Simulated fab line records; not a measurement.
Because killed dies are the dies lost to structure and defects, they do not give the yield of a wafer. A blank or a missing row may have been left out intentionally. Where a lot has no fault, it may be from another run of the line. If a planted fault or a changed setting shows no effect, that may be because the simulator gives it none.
Which of the tools did it? / flow gf180mcu / 10 lots with 30 wafers sampled at 5 steps, on a route of 602 steps

== WHAT EACH GAUGE READ, for each wafer ==
GF_V1_THK_MEAS_25: measures by xrf.
lot=L254; measured=day 18 04:14; on=film-metro-01; V1_W_THK (nm)=366 361 352
lot=L255; measured=day 18 16:46; on=film-metro-01; V1_W_THK (nm)=348 359 361
lot=L261; measured=day 20 16:02; on=film-metro-01; V1_W_THK (nm)=355 355 355
lot=L264; measured=day 22 01:02; on=film-metro-03; V1_W_THK (nm)=354 346 342
lot=L265; measured=day 22 07:28; on=film-metro-03; V1_W_THK (nm)=358 355 354
lot=L267; measured=day 23 01:58; on=film-metro-03; V1_W_THK (nm)=353 355 355
lot=L268; measured=day 23 09:11; on=film-metro-04; V1_W_THK (nm)=352 355 347
lot=L275; measured=day 25 17:52; on=film-metro-03; V1_W_THK (nm)=353 344 352
lot=L276; measured=day 25 20:26; on=film-metro-01; V1_W_THK (nm)=353 359 354
lot=L277; measured=day 26 04:27; on=film-metro-01; V1_W_THK (nm)=358 355 367

GF_M2_CD_MEAS_14: the cd target is 280 nm.
lot=L254; measured=day 19 04:17; on=cd-sem-02; cd-nm (nm)=280.4 279.3 279.4
lot=L255; measured=day 19 17:05; on=cd-sem-02; cd-nm (nm)=278.8 278.2 277.7
lot=L261; measured=day 21 17:05; on=cd-sem-01; cd-nm (nm)=279.0 279.3 281.3
lot=L264; measured=day 23 00:29; on=cd-sem-02; cd-nm (nm)=260.6 261.4 260.2
lot=L265; measured=day 23 06:41; on=cd-sem-02; cd-nm (nm)=258.0 259.3 259.4
lot=L267; measured=day 24 01:05; on=cd-sem-01; cd-nm (nm)=280.9 280.3 281.2
lot=L268; measured=day 24 08:20; on=cd-sem-02; cd-nm (nm)=281.0 281.8 281.9
lot=L275; measured=day 26 14:35; on=cd-sem-01; cd-nm (nm)=279.6 278.9 279.4
lot=L276; measured=day 26 17:46; on=cd-sem-02; cd-nm (nm)=279.9 280.1 281.0
lot=L277; measured=day 27 01:13; on=cd-sem-02; cd-nm (nm)=280.9 279.9 279.5

== TOOL THAT RAN EACH LOT (tool first, then ch and the chambers of the sampled wafers, then the start) ==
lot=L254; GF_V1_SPUTTER_22=pvd-sputter-04, day 18 03:57; GF_M2_SPUTTER_04=pvd-sputter-03, day 18 04:58; GF_M2_EXPOSE_11=krf-scanner-02 ch 0, day 18 16:40
lot=L255; GF_V1_SPUTTER_22=pvd-sputter-01, day 18 16:28; GF_M2_SPUTTER_04=pvd-sputter-03, day 18 17:17; GF_M2_EXPOSE_11=krf-scanner-02 ch 0, day 19 05:17
lot=L261; GF_V1_SPUTTER_22=pvd-sputter-04, day 20 15:46; GF_M2_SPUTTER_04=pvd-sputter-02, day 20 16:35; GF_M2_EXPOSE_11=krf-scanner-01 ch 0, day 21 04:59
lot=L264; GF_V1_SPUTTER_22=pvd-sputter-04, day 22 00:46; GF_M2_SPUTTER_04=pvd-sputter-02, day 22 01:34; GF_M2_EXPOSE_11=krf-scanner-01 ch 0, day 22 13:29
lot=L265; GF_V1_SPUTTER_22=pvd-sputter-02, day 22 07:11; GF_M2_SPUTTER_04=pvd-sputter-01, day 22 08:00; GF_M2_EXPOSE_11=krf-scanner-01 ch 0, day 22 19:38
lot=L267; GF_V1_SPUTTER_22=pvd-sputter-01, day 23 01:42; GF_M2_SPUTTER_04=pvd-sputter-03, day 23 02:31; GF_M2_EXPOSE_11=krf-scanner-02 ch 0, day 23 14:13
lot=L268; GF_V1_SPUTTER_22=pvd-sputter-04, day 23 08:55; GF_M2_SPUTTER_04=pvd-sputter-01, day 23 09:44; GF_M2_EXPOSE_11=krf-scanner-02 ch 0, day 23 21:26
lot=L275; GF_V1_SPUTTER_22=pvd-sputter-01, day 25 17:35; GF_M2_SPUTTER_04=pvd-sputter-02, day 25 18:23; GF_M2_EXPOSE_11=krf-scanner-02 ch 0, day 26 04:57
lot=L276; GF_V1_SPUTTER_22=pvd-sputter-02, day 25 20:09; GF_M2_SPUTTER_04=pvd-sputter-01, day 25 20:58; GF_M2_EXPOSE_11=krf-scanner-02 ch 0, day 26 07:25
lot=L277; GF_V1_SPUTTER_22=pvd-sputter-04, day 26 04:10; GF_M2_SPUTTER_04=pvd-sputter-03, day 26 04:59; GF_M2_EXPOSE_11=krf-scanner-02 ch 0, day 26 15:10
- GF_V1_SPUTTER_22: material TiN, target thk 10 nm, time 40 s.
- GF_M2_SPUTTER_04: material TiN, target thk 50 nm, time 41.7 s.
- GF_M2_EXPOSE_11: exposes mask Metal2, target cd 280 nm.

== AS READ BY THE TOOLS THEMSELVES (means over the sampled wafers that have a number; for cases with no such wafer, the mark the record gives instead) ==
GF_V1_SPUTTER_22.
lot=L254; tool=pvd-sputter-04; throttle-valve-pct (%)=30.0
lot=L255; tool=pvd-sputter-01; throttle-valve-pct (%)=29.7
lot=L261; tool=pvd-sputter-04; throttle-valve-pct (%)=30.0
lot=L264; tool=pvd-sputter-04; throttle-valve-pct (%)=29.9
lot=L265; tool=pvd-sputter-02; throttle-valve-pct (%)=30.5
lot=L267; tool=pvd-sputter-01; throttle-valve-pct (%)=30.1
lot=L268; tool=pvd-sputter-04; throttle-valve-pct (%)=30.1
lot=L275; tool=pvd-sputter-01; throttle-valve-pct (%)=30.6
lot=L276; tool=pvd-sputter-02; throttle-valve-pct (%)=31.9
lot=L277; tool=pvd-sputter-04; throttle-valve-pct (%)=29.9

GF_M2_SPUTTER_04.
lot=L254; tool=pvd-sputter-03; throttle-valve-pct (%)=29.9
lot=L255; tool=pvd-sputter-03; throttle-valve-pct (%)=29.8
lot=L261; tool=pvd-sputter-02; throttle-valve-pct (%)=30.4
lot=L264; tool=pvd-sputter-02; throttle-valve-pct (%)=32.0
lot=L265; tool=pvd-sputter-01; throttle-valve-pct (%)=29.7
lot=L267; tool=pvd-sputter-03; throttle-valve-pct (%)=29.5
lot=L268; tool=pvd-sputter-01; throttle-valve-pct (%)=30.2
lot=L275; tool=pvd-sputter-02; throttle-valve-pct (%)=29.7
lot=L276; tool=pvd-sputter-01; throttle-valve-pct (%)=30.8
lot=L277; tool=pvd-sputter-03; throttle-valve-pct (%)=29.7

GF_M2_EXPOSE_11.
lot=L254; tool=krf-scanner-02; exposure-dose-mJ-cm2=27.92; reticle-temp-C (C)=23.06
lot=L255; tool=krf-scanner-02; exposure-dose-mJ-cm2=27.87; reticle-temp-C (C)=22.91
lot=L261; tool=krf-scanner-01; exposure-dose-mJ-cm2=27.91; reticle-temp-C (C)=22.96
lot=L264; tool=krf-scanner-01; exposure-dose-mJ-cm2=32.16; reticle-temp-C (C)=23.13
lot=L265; tool=krf-scanner-01; exposure-dose-mJ-cm2=32.16; reticle-temp-C (C)=22.97
lot=L267; tool=krf-scanner-02; exposure-dose-mJ-cm2=27.96; reticle-temp-C (C)=22.99
lot=L268; tool=krf-scanner-02; exposure-dose-mJ-cm2=27.90; reticle-temp-C (C)=23.03
lot=L275; tool=krf-scanner-02; exposure-dose-mJ-cm2=27.89; reticle-temp-C (C)=22.90
lot=L276; tool=krf-scanner-02; exposure-dose-mJ-cm2=27.91; reticle-temp-C (C)=22.99
lot=L277; tool=krf-scanner-02; exposure-dose-mJ-cm2=27.86; reticle-temp-C (C)=23.17

== THE ANSWER, worked out from the rows above alone ==
Rule: usual is defined by the lots themselves. Put in order of their means at a reading, lots are off if they are a third of the lots or fewer, leave a main group of 4 or more, and stand apart from it by a gap of 3 or more times the standard deviation of the main group's means; of several such gaps the widest counts. If all means in a main group match to the digits the tables above print for the reading, that group is not used. Also off: a lot with no number at a reading for which 4 or more lots have one. Any other lot the step has rows for is counted as sound. First the gauges in route order, then the tools' own readings, where a lot's mean is used as printed above. The first step at which some lot is off is used, and at that step the reading that is off furthest; a lot without a number counts as furthest.
Off: L264, L265, at GF_M2_CD_MEAS_14 (cd-nm). Main group: mean 280.0 nm, sd 0.93.
A tool fits if, at a process step before that reading, it ran every lot that is off, and no sound lot after the first of them. Not tried: the gauges at GF_M2_CD_MEAS_14; whatever is off there is also off at GF_M2_EXPOSE_11, on other tools, and gauge error can't account for it. One fits: krf-scanner-01 at GF_M2_EXPOSE_11. A fault onset in the window from L261 (day 21 04:59, its last sound lot) to L264 (day 22 13:29, its first lot off) fits.
On the lots that are off, the tool's own readings at GF_M2_EXPOSE_11 differ by more than 5 times the standard deviation of the sound lots' means, which bears it out; exposure-dose-mJ-cm2 reads 32.16 there versus 27.90 on the sound lots.

== WHAT WAS PUT IN BY THE SIMULATOR ==
Process parameters drifting: krf-scanner-01 at GF_M2_EXPOSE_11, beginning at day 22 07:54. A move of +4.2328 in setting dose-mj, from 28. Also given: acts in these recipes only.
Lots struck among those shown: L264, L265. The rule above found the same.
